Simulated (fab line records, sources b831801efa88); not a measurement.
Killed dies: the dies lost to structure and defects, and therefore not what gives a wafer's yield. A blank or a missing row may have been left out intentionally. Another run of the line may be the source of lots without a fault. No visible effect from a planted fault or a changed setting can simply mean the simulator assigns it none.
fab line records	flow sky130
record lots=11	wafers=33	last-day=50
route steps=708 shown METAL4@635 VIA4@651 PASSIVATION@693 PAD_OPEN@701
lots that met no fault: taken from a fault-free run of the same line
start-h: hours from the record's opening day to when the first of the lot's shown wafers began	wait-h: hours from the lot's prior step to this one	" as in the row above	L1.1+2: a single row standing in for several wafers	- no value, or no start given	* or withheld: withheld	< > ~ a bound
route shown NAME@n: NAME is a module with steps in the file, n the number in the route of the first one	usual: average and standard deviation across the fault-free wafers	same: alike in all rows	chamber/n: place in a boat	sites: each site's reading	_std_site: the values' standard deviation	_edge_site: the outer-site mean with the inner-site mean subtracted	radius-mm: for every site, how far away it sits from the centre of the wafer	mask NAME#n: copy n	behind: the most recent tool/chamber to have shaped the wafer	hold: reason for holding the lot/hours on hold/outcome of the hold	device: the transistor (n, p or np) that didn't switch	end of line: at the end of the route, the tests of the same wafers	where a step has no rows: the recipe by itself	killed: at the first sort, the dies lost to defects and structure; wafer yield is something else	map: the dies of a wafer, with x for killed, . for not killed, _ for no die there
set.NAME: the setting the step ran with; set.NAME@STEP: the setting that earlier step ran with	model.NAME: the simulator's own value behind a step, which no gauge read
a sample of lots followed through the steps of the route, with each step as a table and each wafer as a row
services: when a tool's chamber went out of use (start-h, in hours from the record's first day, below 0 if earlier), for how many hours, and the reason
## steps
# step SKY_METAL4_STRIP_19
# recipe chemistry=O2/N2	power-w=1400	pressure-mtorr=1500	platen-temp-c=withheld	o2-flow-sccm=3000	n2-flow-sccm=300	overash-fraction=0.5
# usual drypump-motor-current-A=5.9/0.39	oes-product-au=0.502/0.0062	strip-time-to-endpoint-s=6.54/0.082
# same overash-fraction=0.5
lot.wafer	tool	chamber	start-h	wait-h	drypump-motor-current-A	oes-product-au	rf-hours-counter-h	strip-time-to-endpoint-s
L109.1	plasma-asher-03	1	960.40	0.1	6.4	0.511	82	6.68
L109.3	"	1	"	"	6.4	0.508	-	6.61
L109.5	"	0	"	"	5.4	0.506	-	6.62
L110.4	plasma-asher-04	1	971.20	0.1	5.9	0.489	-	6.39
L110.5	"	0	"	"	5.6	0.494	-	6.32
L110.6	"	1	"	"	5.9	0.491	-	6.51
L113.1	plasma-asher-04	1	1003.10	0.1	5.9	0.491	26	6.43
L113.2	"	0	"	"	5.6	0.505	26	6.53
L113.3	"	0	"	"	5.6	0.506	-	6.47
L114.3	plasma-asher-03	0	1017.49	0.1	5.4	0.495	-	6.44
L114.4	"	1	"	"	6.4	0.500	-	6.51
L114.6	"	0	"	"	5.4	0.489	-	6.38
L119.3	plasma-asher-03	0	1042.05	0.1	5.4	0.508	-	6.56
L119.5	"	1	"	"	6.4	0.505	-	6.57
L119.6	"	0	"	"	5.4	0.495	-	6.43
L118.1	plasma-asher-02	0	1045.65	0.1	5.9	0.503	62	6.48
L118.3	"	1	"	"	6.2	0.507	-	6.52
L118.5	"	0	"	"	5.9	0.502	-	6.58
L120.3	plasma-asher-02	0	1046.03	0.1	5.9	0.515	-	6.66
L120.4	"	1	"	"	6.1	0.499	-	6.55
L120.6	"	0	"	"	5.9	0.507	-	6.62
L125.3	plasma-asher-02	1	1090.92	0.1	6.1	0.501	-	6.44
L125.5	"	0	"	"	5.9	0.494	-	6.56
L125.6	"	1	"	"	6.1	0.504	-	6.46
L127.4	plasma-asher-02	1	1092.02	0.2	6.1	0.511	-	6.70
L127.5	"	1	"	"	6.2	0.505	-	6.65
L127.6	"	0	"	"	5.9	0.505	-	6.66
L129.3	plasma-asher-04	1	1113.94	0.1	5.9	0.493	-	6.44
L129.4	"	0	"	"	5.6	0.505	-	6.51
L129.5	"	0	"	"	5.5	0.497	-	6.45
L131.1	plasma-asher-03	1	1126.36	0.1	6.5	0.494	98	6.58
L131.3	"	1	"	"	6.4	0.514	-	6.68
L131.6	"	1	"	"	6.4	0.508	-	6.64
# step SKY_VIA4_ETCH_12
# recipe target=SiO2	chemistry=C4F8/O2/Ar	stop-on=TiN	mask-material=NOVOLAK	source-w=1500	bias-w=1200	pressure-mtorr=40	c4f8-flow-sccm=withheld	O2_flow_sccm=6	Ar_flow_sccm=300	time-s=withheld	target-depth-a=5800
# usual bias-w=1200/3.8	oes-product-au=0.926/0.0047
lot.wafer	tool	chamber	start-h	wait-h	bias-w	oes-product-au
L109.1	rie-diel-02	1	985.00	0.0	1202	0.932
L109.3	"	3	"	"	1199	0.927
L109.5	"	0	"	"	1206	0.926
L110.4	rie-diel-04	0	995.35	0.0	1207	0.927
L110.5	"	3	"	"	1199	0.918
L110.6	"	2	"	"	1195	0.932
L113.1	rie-diel-02	2	1026.96	0.0	1201	0.936
L113.2	"	3	"	"	1203	0.927
L113.3	"	0	"	"	1203	0.925
L114.3	rie-diel-04	3	1040.75	0.0	1200	0.931
L114.4	"	1	"	"	1198	0.926
L114.6	"	0	"	"	1205	0.932
L119.3	rie-diel-04	0	1065.05	0.0	1205	0.932
L119.5	"	0	"	"	1201	0.923
L119.6	"	1	"	"	1205	0.920
L118.1	rie-diel-02	0	1067.60	0.0	1204	0.931
L118.3	"	3	"	"	1206	0.925
L118.5	"	1	"	"	1196	0.938
L120.3	rie-diel-03	3	1067.90	0.0	1196	0.924
L120.4	"	0	"	"	1198	0.928
L120.6	"	2	"	"	1199	0.931
L125.3	rie-diel-02	0	1112.60	0.0	1192	0.922
L125.5	"	3	"	"	1203	0.927
L125.6	"	0	"	"	1201	0.924
L127.4	rie-diel-02	2	1113.15	0.0	1193	0.928
L127.5	"	2	"	"	1195	0.928
L127.6	"	3	"	"	1196	0.923
L129.3	rie-diel-04	0	1134.75	0.0	1199	0.934
L129.4	"	1	"	"	1200	0.921
L129.5	"	1	"	"	1202	0.922
L131.1	rie-diel-02	3	1145.95	0.0	1206	0.929
L131.3	"	2	"	"	1197	0.923
L131.6	"	1	"	"	1199	0.926
# step SKY_PASSIVATION_STRIP_12
# recipe chemistry=O2/N2	power-w=1400	pressure-mtorr=1500	platen-temp-c=withheld	overash-fraction=0.7	o2-flow-sccm=3000	n2-flow-sccm=300
# usual drypump-motor-current-A=5.6/0.46	oes-product-au=0.661/0.0044	strip-time-to-endpoint-s=31.51/0.12
# same overash-fraction=0.7
lot.wafer	tool	chamber	start-h	wait-h	drypump-motor-current-A	oes-product-au	rf-hours-counter-h	strip-time-to-endpoint-s
L109.1	plasma-asher-01	1	1032.59	0.1	5.2	0.659	107	31.41
L109.3	"	1	"	"	5.2	0.664	-	31.37
L109.5	"	1	"	"	5.2	0.658	-	31.31
L110.4	plasma-asher-03	0	1042.83	0.1	5.4	0.664	-	31.46
L110.5	"	0	"	"	5.4	0.658	-	31.59
L110.6	"	1	"	"	6.4	0.665	-	31.50
L113.1	plasma-asher-01	1	1072.68	0.1	5.2	0.662	1	31.40
L113.2	"	0	"	"	5.1	0.661	1	31.39
L113.3	"	0	"	"	5.1	0.652	-	31.22
L114.3	plasma-asher-04	1	1084.31	0.1	5.9	0.664	-	31.58
L114.4	"	0	"	"	5.6	0.657	-	31.63
L114.6	"	0	"	"	5.6	0.664	-	31.63
L119.3	plasma-asher-01	1	1109.16	0.1	5.2	0.665	-	31.31
L119.5	"	0	"	"	5.1	0.659	-	31.54
L119.6	"	1	"	"	5.2	0.661	-	31.45
L118.1	plasma-asher-04	0	1110.79	0.1	5.6	0.665	36	31.35
L118.3	"	0	"	"	5.6	0.658	-	31.56
L118.5	"	0	"	"	5.6	0.664	-	31.33
L120.3	plasma-asher-01	0	1111.41	0.1	5.2	0.661	-	31.46
L120.4	"	1	"	"	5.2	0.659	-	31.50
L120.6	"	1	"	"	5.2	0.663	-	31.29
L125.3	plasma-asher-01	1	1151.88	0.1	5.2	0.658	-	31.24
L125.5	"	1	"	"	5.2	0.661	-	31.33
L125.6	"	0	"	"	5.2	0.662	-	31.36
L127.4	plasma-asher-01	0	1153.20	0.1	5.2	0.666	-	31.40
L127.5	"	1	"	"	5.1	0.662	-	31.32
L127.6	"	0	"	"	5.2	0.651	-	31.81
L129.3	plasma-asher-03	1	1172.78	0.1	6.4	0.665	-	31.48
L129.4	"	0	"	"	5.4	0.665	-	31.62
L129.5	"	0	"	"	5.4	0.656	-	31.60
L131.1	plasma-asher-01	0	1182.07	0.1	5.2	0.655	12	31.62
L131.3	"	0	"	"	5.2	0.662	-	31.53
L131.6	"	1	"	"	5.1	0.661	-	31.52
# step SKY_PAD_OPEN_ETCH_07
# recipe chemistry=CF4/O2	target-depth-nm=725	stop-on=AlCu	source-w=800	bias-w=150	pressure-mtorr=150	cf4-flow-sccm=80	O2_flow_sccm=10	time-s=161.1
# usual bias-w=150.0/0.39	drypump-motor-current-A=5.5/0.54	oes-product-au=0.976/0.0077	throttle-valve-pct=5.963/0.0088
lot.wafer	tool	chamber	start-h	wait-h	bias-w	drypump-motor-current-A	oes-product-au	rf-hours-counter-h	throttle-valve-pct
L109.1	rie-diel-02	0	1054.34	-	149.9	5.8	0.971	18	5.948
L109.3	"	1	"	"	150.2	5.8	0.961	0	5.968
L109.5	"	1	"	"	150.2	5.8	0.965	-	5.958
L110.4	rie-diel-01	1	1064.07	-	149.6	5.4	0.973	12	5.970
L110.5	"	1	"	"	150.0	5.4	0.975	-	5.984
L110.6	"	2	"	"	149.9	5.9	0.983	-	5.946
L113.1	rie-diel-01	2	1092.99	-	149.6	5.9	0.976	25	5.971
L113.2	"	1	"	"	149.8	5.4	0.971	13	5.958
L113.3	"	3	"	"	150.1	6.0	0.974	17	5.957
L114.3	rie-diel-02	3	1104.64	-	150.4	5.2	0.961	17	5.965
L114.4	"	0	"	"	150.0	5.8	0.988	20	5.966
L114.6	"	2	"	"	150.2	6.1	0.969	-	5.975
L119.3	rie-diel-04	0	1128.67	-	150.8	6.4	0.982	15	5.949
L119.5	"	1	"	"	150.1	4.8	0.972	-	5.967
L119.6	"	2	"	"	149.3	4.7	0.982	-	5.973
L118.1	rie-diel-04	3	1130.22	-	150.3	5.8	0.973	13	5.965
L118.3	"	1	"	"	149.8	4.8	0.972	15	5.971
L118.5	"	3	"	"	149.7	5.9	0.987	-	5.971
L120.3	rie-diel-01	2	1130.57	-	150.4	5.9	0.967	27	5.969
L120.4	"	3	"	"	150.3	6.0	0.988	18	5.963
L120.6	"	2	"	"	149.7	5.9	0.976	-	5.970
L125.3	rie-diel-04	2	1168.52	-	139.3	4.7	0.969	23	5.962
L125.5	"	1	"	"	139.9	4.8	0.990	-	5.970
L125.6	"	2	"	"	139.8	4.7	0.959	-	5.959
L127.4	rie-diel-04	0	1171.14	-	140.1	6.3	0.976	17	5.966
L127.5	"	2	"	"	139.9	4.7	0.964	-	5.959
L127.6	"	3	"	"	140.0	5.9	0.981	-	5.981
L129.3	rie-diel-01	3	1187.72	-	149.7	6.0	0.963	20	5.973
L129.4	"	0	"	"	150.0	5.1	0.976	19	5.962
L129.5	"	1	"	"	149.8	5.4	0.970	-	5.958
L131.1	rie-diel-02	3	1197.44	-	149.8	5.2	0.965	20	5.966
L131.3	"	0	"	"	149.9	5.8	0.979	23	5.946
L131.6	"	0	"	"	149.5	5.8	0.984	-	5.964
# step SKY_PAD_OPEN_PROBE_99
# usual defect-limited-yield=82.7/1.9	killed_at_M0_to_M3=43/6.6	killed_at_M4_up=3.1/1.6	killed-at-contacts=23/5.6	killed-at-front-end=15/4.2	killed-at-other=0.2/0.43	killed-dies=85/9.3	killed-on-rim=17/3.6	killed-open=46/6.6	killed-short=39/6.2	sort_bin_3_pad_short=0.8/0.37	sort_bin_5_function=10.2/1.5	sort_bin_6_memory=6.2/1.1	sort-n-pass=407/9.3	sort-yield-pct=82.7/1.9
# same gross-dies=492	killed-at-back-side=0	sort_bin_4_leakage[%]=0	sort_bin_8_speed[%]=0
lot.wafer	tool	chamber	start-h	wait-h	defect-limited-yield[%]	killed_at_M0_to_M3	killed_at_M4_up	killed-at-contacts	killed-at-front-end	killed-at-other	killed-dies	killed-on-rim	killed-open	killed-short	sort_bin_3_pad_short[%]	sort_bin_5_function[%]	sort_bin_6_memory[%]	sort-n-pass	sort-yield-pct[%]
L109.1	prober-01	-	1056.66	0.1	81.5	44	1	32	13	1	91	20	50	41	0.6	10.8	7.1	401	81.5
L109.3	prober-01	-	1056.76	0.2	80.7	45	2	28	20	0	95	18	54	41	0.8	10.8	7.7	397	80.7
L109.5	prober-01	-	1056.86	0.2	81.1	43	5	26	19	0	93	21	46	47	1.0	11.4	6.5	399	81.1
L110.4	prober-02	-	1066.54	0.2	84.3	45	5	12	15	0	77	19	39	38	0.8	7.3	7.5	415	84.3
L110.5	prober-02	-	1066.59	0.2	84.3	46	4	16	11	0	77	17	44	33	0.8	8.7	6.1	415	84.3
L110.6	prober-02	-	1066.64	0.2	82.1	47	5	27	9	0	88	17	45	43	0.8	12.6	4.5	404	82.1
L113.1	prober-01	-	1095.47	0.1	83.5	39	1	20	21	0	81	12	49	32	0.4	9.3	6.7	411	83.5
L113.2	prober-01	-	1095.52	0.1	79.3	50	4	26	22	0	102	17	53	49	1.4	14.0	5.3	390	79.3
L113.3	prober-01	-	1095.57	0.2	86.2	48	0	12	8	0	68	14	38	30	1.2	8.3	4.3	424	86.2
L114.3	prober-02	-	1107.06	0.2	81.9	45	0	26	18	0	89	13	55	34	0.6	11.4	6.1	403	81.9
L114.4	prober-02	-	1107.11	0.2	80.5	45	2	22	27	0	96	22	55	41	1.4	12.0	6.1	396	80.5
L114.6	prober-02	-	1107.21	0.2	81.3	49	4	26	13	0	92	15	49	43	1.2	10.2	7.3	400	81.3
L119.3	prober-02	-	1131.12	0.2	81.5	56	5	14	16	0	91	16	45	46	0.6	12.0	5.9	401	81.5
L119.5	prober-02	-	1131.22	0.2	83.5	44	5	25	7	0	81	17	47	34	1.0	11.0	4.5	411	83.5
L119.6	prober-02	-	1131.27	0.2	80.9	52	4	23	15	0	94	20	62	32	1.2	12.2	5.7	398	80.9
L118.1	prober-01	-	1132.56	0.1	80.7	42	1	37	15	0	95	23	57	38	1.2	11.2	6.9	397	80.7
L118.3	prober-01	-	1132.66	0.2	82.3	40	7	26	13	1	87	15	39	48	1.0	9.1	7.5	405	82.3
L118.5	prober-01	-	1132.76	0.2	81.3	44	3	27	18	0	92	18	39	53	0.6	11.2	6.9	400	81.3
L120.3	prober-02	-	1133.06	0.2	83.7	49	2	19	10	0	80	20	37	43	1.2	7.7	7.3	412	83.7
L120.4	prober-02	-	1133.11	0.2	81.5	36	5	34	16	0	91	22	51	40	1.4	9.1	7.9	401	81.5
L120.6	prober-02	-	1133.21	0.2	83.7	38	3	29	10	0	80	14	38	42	0.6	9.6	6.1	412	83.7
L125.3	prober-02	-	1170.93	0.2	82.5	48	2	21	15	0	86	13	45	41	1.4	8.1	7.9	406	82.5
L125.5	prober-02	-	1171.03	0.2	84.8	28	2	27	18	0	75	16	42	33	0.4	10.6	4.3	417	84.8
L125.6	prober-02	-	1171.08	0.2	83.5	41	5	21	14	0	81	13	40	41	0.8	10.6	5.1	411	83.5
L127.4	prober-01	-	1174.58	0.2	82.1	41	8	24	14	1	88	13	37	51	1.2	12.8	3.9	404	82.1
L127.5	prober-01	-	1174.63	0.2	81.5	57	5	13	16	0	91	16	51	40	1.6	9.6	7.3	401	81.5
L127.6	prober-01	-	1174.68	0.2	83.7	46	2	16	16	0	80	18	46	34	0.6	11.6	4.1	412	83.7
L129.3	prober-01	-	1190.17	0.2	81.5	40	3	34	14	0	91	18	53	38	0.8	10.2	7.5	401	81.5
L129.4	prober-01	-	1190.22	0.2	85.6	38	1	17	14	1	71	15	29	42	1.4	7.9	5.1	421	85.6
L129.5	prober-01	-	1190.27	0.2	82.9	44	3	19	16	2	84	22	50	34	0.8	11.0	5.3	408	82.9
L131.1	prober-02	-	1199.85	0.1	85.6	31	3	22	14	1	71	18	40	31	0.8	9.1	4.5	421	85.6
L131.3	prober-02	-	1199.95	0.2	79.7	48	4	34	13	1	100	17	56	44	0.4	13.4	6.5	392	79.7
L131.6	prober-02	-	1200.10	0.2	84.8	39	2	21	13	0	75	17	42	33	1.0	8.1	6.1	417	84.8
# killed by level:class
L109.1 CONTACT:geometric-particle:open=14 VIA1:geometric-particle:open=9 LI_CONTACT:geometric-particle:open=8 METAL1:geometric-particle:short=6 VIA2:geometric-particle:open=6 CONTACT:geometric-particle:short=5 METAL2:geometric-particle:short=5 POLY_GATE:geometric-particle:short=4
L109.3 VIA3:geometric-particle:open=16 LI_CONTACT:geometric-particle:open=8 CONTACT:geometric-particle:short=8 CONTACT:geometric-particle:open=8 METAL1:geometric-particle:short=8 FIELD_ISO:geometric-particle:short=6 VIA1:geometric-particle:open=6 FIELD_ISO:geometric-particle:open=5
L109.5 VIA1:geometric-particle:open=9 LI_CONTACT:geometric-particle:open=8 CONTACT:geometric-particle:short=8 VIA2:geometric-particle:open=7 LI_CONTACT:geometric-particle:short=6 METAL2:geometric-particle:short=6 FIELD_ISO:geometric-particle:open=5 FIELD_ISO:geometric-particle:short=4
L110.4 VIA1:geometric-particle:open=14 METAL1:geometric-particle:short=10 VIA3:geometric-particle:open=7 CONTACT:geometric-particle:open=6 POLY_GATE:geometric-particle:short=4 VIA2:geometric-particle:short=4 VIA3:geometric-particle:short=4 METAL4:geometric-particle:short=4
L110.5 VIA1:geometric-particle:open=11 VIA3:geometric-particle:open=8 LI_CONTACT:geometric-particle:open=7 VIA2:geometric-particle:open=7 METAL1:geometric-particle:short=5 VIA1:geometric-particle:short=5 METAL4:geometric-particle:short=4 POLY_GATE:geometric-particle:open=3
L110.6 LI_CONTACT:geometric-particle:open=13 VIA1:geometric-particle:open=11 FIELD_ISO:geometric-particle:short=6 METAL1:geometric-particle:short=6 VIA3:geometric-particle:open=5 CONTACT:geometric-particle:open=5 CONTACT:geometric-particle:short=5 VIA1:geometric-particle:short=5
L113.1 CONTACT:geometric-particle:open=8 FIELD_ISO:geometric-particle:open=7 VIA2:geometric-particle:open=7 VIA3:geometric-particle:open=7 LI_CONTACT:geometric-particle:open=6 METAL2:geometric-particle:short=5 METAL3:geometric-particle:short=5 POLY_GATE:geometric-particle:open=4
L113.2 VIA1:geometric-particle:open=16 CONTACT:geometric-particle:open=11 METAL1:geometric-particle:short=8 FIELD_ISO:geometric-particle:short=7 VIA3:geometric-particle:open=7 LI_CONTACT:geometric-particle:open=5 FIELD_ISO:geometric-particle:open=4 LI_CONTACT:geometric-particle:short=4
L113.3 CONTACT:geometric-particle:open=9 VIA3:geometric-particle:open=9 VIA1:geometric-particle:open=8 METAL1:geometric-particle:short=5 METAL2:geometric-particle:short=5 FIELD_ISO:geometric-particle:short=4 METAL1:geometric-particle:open=4 VIA2:geometric-particle:short=4
L114.3 VIA1:geometric-particle:open=11 CONTACT:geometric-particle:open=9 LI_CONTACT:geometric-particle:open=8 METAL1:geometric-particle:short=6 VIA2:geometric-particle:short=6 VIA2:geometric-particle:open=6 FIELD_ISO:geometric-particle:open=5 POLY_GATE:geometric-particle:short=5
L114.4 VIA1:geometric-particle:open=11 VIA3:geometric-particle:open=8 FIELD_ISO:geometric-particle:open=6 LI_CONTACT:geometric-particle:open=6 VIA2:geometric-particle:open=6 POLY_GATE:geometric-particle:short=5 CONTACT:geometric-particle:short=5 CONTACT:geometric-particle:open=5
L114.6 VIA1:geometric-particle:open=12 VIA3:geometric-particle:open=10 LI_CONTACT:geometric-particle:open=7 CONTACT:geometric-particle:open=7 METAL2:geometric-particle:short=7 METAL1:geometric-particle:short=6 LI_CONTACT:geometric-particle:short=4 LOCAL_INTERCONNECT:geometric-particle:short=4
L119.3 VIA1:geometric-particle:open=10 VIA1:geometric-particle:short=9 METAL1:geometric-particle:short=8 VIA2:geometric-particle:open=7 VIA3:geometric-particle:open=7 VIA3:geometric-particle:short=6 POLY_GATE:geometric-particle:short=5 LI_CONTACT:geometric-particle:short=5
L119.5 CONTACT:geometric-particle:open=11 VIA1:geometric-particle:open=10 LI_CONTACT:geometric-particle:open=9 VIA2:geometric-particle:open=8 VIA1:geometric-particle:short=5 METAL4:geometric-particle:short=5 VIA3:geometric-particle:open=5 METAL2:geometric-particle:short=4
L119.6 VIA1:geometric-particle:open=18 VIA2:geometric-particle:open=12 CONTACT:geometric-particle:open=9 LI_CONTACT:geometric-particle:open=8 FIELD_ISO:geometric-particle:open=5 METAL2:geometric-particle:short=5 FIELD_ISO:geometric-particle:short=4 METAL1:geometric-particle:short=4
L118.1 VIA1:geometric-particle:open=15 CONTACT:geometric-particle:open=12 CONTACT:geometric-particle:short=11 LI_CONTACT:geometric-particle:open=10 VIA2:geometric-particle:open=6 FIELD_ISO:geometric-particle:short=5 METAL1:geometric-particle:short=5 POLY_GATE:geometric-particle:open=4
L118.3 VIA1:geometric-particle:open=8 LI_CONTACT:geometric-particle:open=8 CONTACT:geometric-particle:short=7 METAL1:geometric-particle:short=6 VIA3:geometric-particle:open=6 METAL2:geometric-particle:short=5 CONTACT:geometric-particle:open=5 VIA1:geometric-particle:short=5
L118.5 METAL1:geometric-particle:short=9 VIA2:geometric-particle:short=8 CONTACT:geometric-particle:open=8 VIA1:geometric-particle:open=8 CONTACT:geometric-particle:short=7 FIELD_ISO:geometric-particle:open=5 FIELD_ISO:geometric-particle:short=5 LI_CONTACT:geometric-particle:open=5
L120.3 METAL2:geometric-particle:short=13 METAL1:geometric-particle:short=10 VIA3:geometric-particle:open=7 CONTACT:geometric-particle:open=6 LOCAL_INTERCONNECT:geometric-particle:open=5 VIA1:geometric-particle:short=4 VIA1:geometric-particle:open=4 VIA2:geometric-particle:open=4
L120.4 CONTACT:geometric-particle:open=12 VIA1:geometric-particle:open=10 VIA2:geometric-particle:open=9 LI_CONTACT:geometric-particle:short=7 LI_CONTACT:geometric-particle:open=7 VIA3:geometric-particle:open=5 METAL4:geometric-particle:short=5 FIELD_ISO:geometric-particle:open=4
L120.6 CONTACT:geometric-particle:open=15 METAL2:geometric-particle:short=11 METAL1:geometric-particle:short=7 VIA1:geometric-particle:open=7 CONTACT:geometric-particle:short=5 FIELD_ISO:geometric-particle:short=4 LOCAL_INTERCONNECT:geometric-particle:short=4 VIA2:geometric-particle:open=4
L125.3 VIA1:geometric-particle:open=13 CONTACT:geometric-particle:open=6 VIA2:geometric-particle:open=6 FIELD_ISO:geometric-particle:open=5 LI_CONTACT:geometric-particle:open=5 CONTACT:geometric-particle:short=5 VIA1:geometric-particle:short=5 VIA3:geometric-particle:open=5
L125.5 VIA1:geometric-particle:open=9 LI_CONTACT:geometric-particle:open=7 CONTACT:geometric-particle:open=7 CONTACT:geometric-particle:short=7 FIELD_ISO:geometric-particle:open=5 POLY_GATE:geometric-particle:open=4 METAL2:geometric-particle:short=4 VIA3:geometric-particle:open=4
L125.6 VIA1:geometric-particle:short=10 VIA1:geometric-particle:open=9 LI_CONTACT:geometric-particle:open=7 CONTACT:geometric-particle:open=6 METAL2:geometric-particle:short=6 CONTACT:geometric-particle:short=5 METAL1:geometric-particle:short=5 VIA2:geometric-particle:open=5
L127.4 VIA1:geometric-particle:open=10 METAL2:geometric-particle:short=8 LI_CONTACT:geometric-particle:open=7 METAL1:geometric-particle:short=6 CONTACT:geometric-particle:open=6 FIELD_ISO:geometric-particle:short=5 POLY_GATE:geometric-particle:short=5 LOCAL_INTERCONNECT:geometric-particle:short=5
L127.5 VIA3:geometric-particle:open=13 VIA1:geometric-particle:open=9 METAL1:geometric-particle:short=8 FIELD_ISO:geometric-particle:short=7 VIA2:geometric-particle:open=7 METAL2:geometric-particle:short=6 CONTACT:geometric-particle:open=5 LI_CONTACT:geometric-particle:open=5
L127.6 VIA1:geometric-particle:open=15 VIA3:geometric-particle:open=7 FIELD_ISO:geometric-particle:short=6 LI_CONTACT:geometric-particle:open=5 VIA2:geometric-particle:open=5 CONTACT:geometric-particle:short=4 METAL2:geometric-particle:short=4 VIA3:geometric-particle:short=4
L129.3 LI_CONTACT:geometric-particle:open=11 VIA1:geometric-particle:open=11 FIELD_ISO:geometric-particle:open=8 CONTACT:geometric-particle:open=8 LOCAL_INTERCONNECT:geometric-particle:short=6 METAL1:geometric-particle:short=6 VIA2:geometric-particle:open=6 CONTACT:geometric-particle:short=5
L129.4 LI_CONTACT:geometric-particle:open=7 METAL2:geometric-particle:short=7 POLY_GATE:geometric-particle:short=5 METAL1:geometric-particle:short=5 VIA3:geometric-particle:open=5 FIELD_ISO:geometric-particle:short=4 CONTACT:geometric-particle:open=4 VIA2:geometric-particle:open=4
L129.5 VIA1:geometric-particle:open=10 CONTACT:geometric-particle:open=9 VIA3:geometric-particle:open=7 VIA1:geometric-particle:short=6 FIELD_ISO:geometric-particle:open=5 LI_CONTACT:geometric-particle:open=5 METAL2:geometric-particle:short=5 FIELD_ISO:geometric-particle:short=4
L131.1 LI_CONTACT:geometric-particle:open=7 CONTACT:geometric-particle:short=7 VIA1:geometric-particle:open=7 FIELD_ISO:geometric-particle:open=5 CONTACT:geometric-particle:open=5 FIELD_ISO:geometric-particle:short=4 POLY_GATE:geometric-particle:open=4 METAL2:geometric-particle:short=4
L131.3 VIA1:geometric-particle:open=16 CONTACT:geometric-particle:open=11 LI_CONTACT:geometric-particle:open=9 VIA2:geometric-particle:open=9 LOCAL_INTERCONNECT:geometric-particle:short=7 FIELD_ISO:geometric-particle:open=4 CONTACT:geometric-particle:short=4 METAL1:geometric-particle:short=4
L131.6 VIA1:geometric-particle:open=10 FIELD_ISO:geometric-particle:open=6 VIA2:geometric-particle:open=6 LI_CONTACT:geometric-particle:open=5 CONTACT:geometric-particle:open=5 VIA3:geometric-particle:open=5 LI_CONTACT:geometric-particle:short=4 CONTACT:geometric-particle:short=4
## services
tool	chamber	start-h	hours	kind
plasma-asher-03	-	969.84	8.0	repair
rie-diel-04	1	976.62	16.8	repair
rie-diel-04	2	978.34	9.4	repair
plasma-asher-01	-	989.01	1.1	repair
rie-diel-02	3	993.46	9.8	repair
rie-diel-04	-	1001.71	2.8	pm
rie-diel-03	-	1010.55	0.4	repair
rie-diel-01	2	1021.84	5.4	repair
rie-diel-03	0	1022.68	1.5	repair
plasma-asher-04	-	1036.26	1.8	repair
plasma-asher-01	-	1055.30	9.0	pm
rie-diel-01	3	1069.94	14.9	repair
rie-diel-03	-	1087.57	1.6	repair
rie-diel-03	-	1097.53	1.3	repair
plasma-asher-04	-	1098.19	3.9	repair
plasma-asher-02	-	1105.56	1.1	repair
rie-diel-02	2	1125.34	5.8	repair
rie-diel-02	-	1134.03	2.8	pm
plasma-asher-02	-	1135.13	0.7	repair
rie-diel-02	0	1145.48	4.7	repair
plasma-asher-01	-	1165.38	0.8	repair
plasma-asher-02	-	1175.60	14.6	pm
plasma-asher-04	-	1182.49	3.1	repair
plasma-asher-02	-	1190.20	4.0	pm
## key
first-sign step=SKY_PAD_OPEN_ETCH_07	reading=bias-w	direction=down	sigmas=26	usual=150.0	struck=139.8
effect none on later readings
met-at SKY_PAD_OPEN_ETCH_07
struck-lots L125,L127
not-acting-at SKY_METAL4_STRIP_19,SKY_VIA4_ETCH_12,SKY_PASSIVATION_STRIP_12
onset-between 1130.22 1168.52
fault kind=process-parameter-drift	tool=rie-diel-04	chamber=-	onset-h=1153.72	steps=SKY_PAD_OPEN_ETCH_07	channel=bias-w	offset=-10.218	shape=step	end-h=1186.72	acts-in=these-recipes-only	stated=150
